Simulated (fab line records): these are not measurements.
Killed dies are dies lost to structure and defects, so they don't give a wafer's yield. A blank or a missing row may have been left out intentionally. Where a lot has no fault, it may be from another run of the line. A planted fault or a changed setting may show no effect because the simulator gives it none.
Split-lot study | flow sky130 | on a route of 708 steps: 5 lots, 23 wafers read

== ABOUT THE SPLIT ==
At SKY_VIA2_EXPOSE_09 (exposes mask VIM2, target cd 200 nm), the setting dose mj was moved away from the recipe's 38 on 5 of the 23 wafers read, by -6.7% to +3.0%. The other wafers ran this setting at the recipe's value.

== FROM THE SPLIT TO THE READING: what the file shows between them, 2 steps ==
- SKY_VIA2_PEB_10
- SKY_VIA2_DEVELOP_11: develop time 60 s

== THE READING ==
cd nm (nm) at SKY_VIA2_CD_MEAS_12, where the cd target is 200 nm. Fault-free wafers of this fab line usually give 200.1 nm, standard deviation 1.5 nm.

wafer  | tool, chamber at the split | dose mj as run | against the recipe | cd nm, nm | against lot-mates on the recipe
L077.1 | krf scanner-01, 0          | 38             | recipe             | 199.1     | -
L077.2 | krf scanner-01, 0          | 38             | recipe             | 198.4     | -
L077.3 | krf scanner-01, 0          | 38             | recipe             | 199.4     | -
L077.4 | krf scanner-01, 0          | 38             | recipe             | 200.1     | -
L077.6 | krf scanner-01, 0          | 38             | recipe             | 199.2     | -
L074.1 | krf scanner-02, 0          | 38             | recipe             | 200.9     | -
L074.4 | krf scanner-02, 0          | 38             | recipe             | 200.9     | -
L074.5 | krf scanner-02, 0          | 38             | recipe             | 200.7     | -
L078.1 | krf scanner-02, 0          | 38             | recipe             | 198.0     | -
L078.2 | krf scanner-02, 0          | 38             | recipe             | 197.7     | -
L078.3 | krf scanner-02, 0          | 35.46          | -6.7%              | 185.7     | -12.2
L078.4 | krf scanner-02, 0          | 35.46          | -6.7%              | 184.6     | -13.2
L078.5 | krf scanner-02, 0          | 35.46          | -6.7%              | 186.3     | -11.5
L082.1 | krf scanner-02, 0          | 38             | recipe             | 200.0     | -
L082.2 | krf scanner-02, 0          | 38             | recipe             | 199.4     | -
L082.3 | krf scanner-02, 0          | 38             | recipe             | 200.0     | -
L082.4 | krf scanner-02, 0          | 38             | recipe             | 199.9     | -
L082.5 | krf scanner-02, 0          | 38             | recipe             | 200.0     | -
L083.1 | krf scanner-02, 0          | 38             | recipe             | 198.8     | -
L083.2 | krf scanner-02, 0          | 38             | recipe             | 200.0     | -
L083.4 | krf scanner-02, 0          | 38             | recipe             | 198.2     | -
L083.5 | krf scanner-02, 0          | 39.15          | +3.0%              | 205.5     | +6.5
L083.6 | krf scanner-02, 0          | 39.15          | +3.0%              | 204.5     | +5.5

THE FIT
A straight line over all 23 wafers: cd nm changes by +2.05 nm for each +1% of dose mj; r = +0.98; the points scatter about the line by 0.95 nm.
The same after taking each lot's own level away (the mean of its wafers on the recipe; 23 wafers): +1.86 nm for each +1%; r = +0.99; scatter 0.52 nm.
That fit puts the effect of the largest move of dose mj on the reading at 12 nm.
The span of the lots' own levels, 197.85 to 200.83 nm, comes to 2.0 times the standard deviation stated above.
The two slopes agree, so the slope changes little with the lot-to-lot level.
Check: for one of the wafers moved furthest among these (-6.7%), held out of the fit, the line's prediction against its lot-mates is -12.5 nm. It came out at -12.2 nm against them.

== ADDITIONAL SPLITS CARRIED BY THESE WAFERS ==
Other splits were also applied to these wafers ahead of the reading. Each is held against what the fit with the lots' levels taken away leaves over:
other split on the same wafers | wafers away from the commonest value | r with cd nm (lot level and that fit taken away)
SKY_METAL2_SPUTTER_00 power w  | 4                                    | +0.18

== THE WHOLE CHAIN: every reading that the file lists as answering this split, in the file's order ==
step                | what it does                                                         | reading                                                     | change (the file's fit)              | r (the file's)
SKY_VIA2_CD_MEAS_12 | target cd 200 nm                                                     | cd nm                                                       | +1.87 nm for each +1% of the setting | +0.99
SKY_VIA2_ETCH_14    | etches BARC in N2/H2, stops on SiO2, time 45.9 s, target depth 60 nm | VIA2.cd nm (the simulator's own value, which no gauge read) | +1.96 nm for each +1% of the setting | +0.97

== THE FILE'S OWN FIT ==
cd nm changes by +1.87 nm for each +1% of dose mj, r = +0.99.
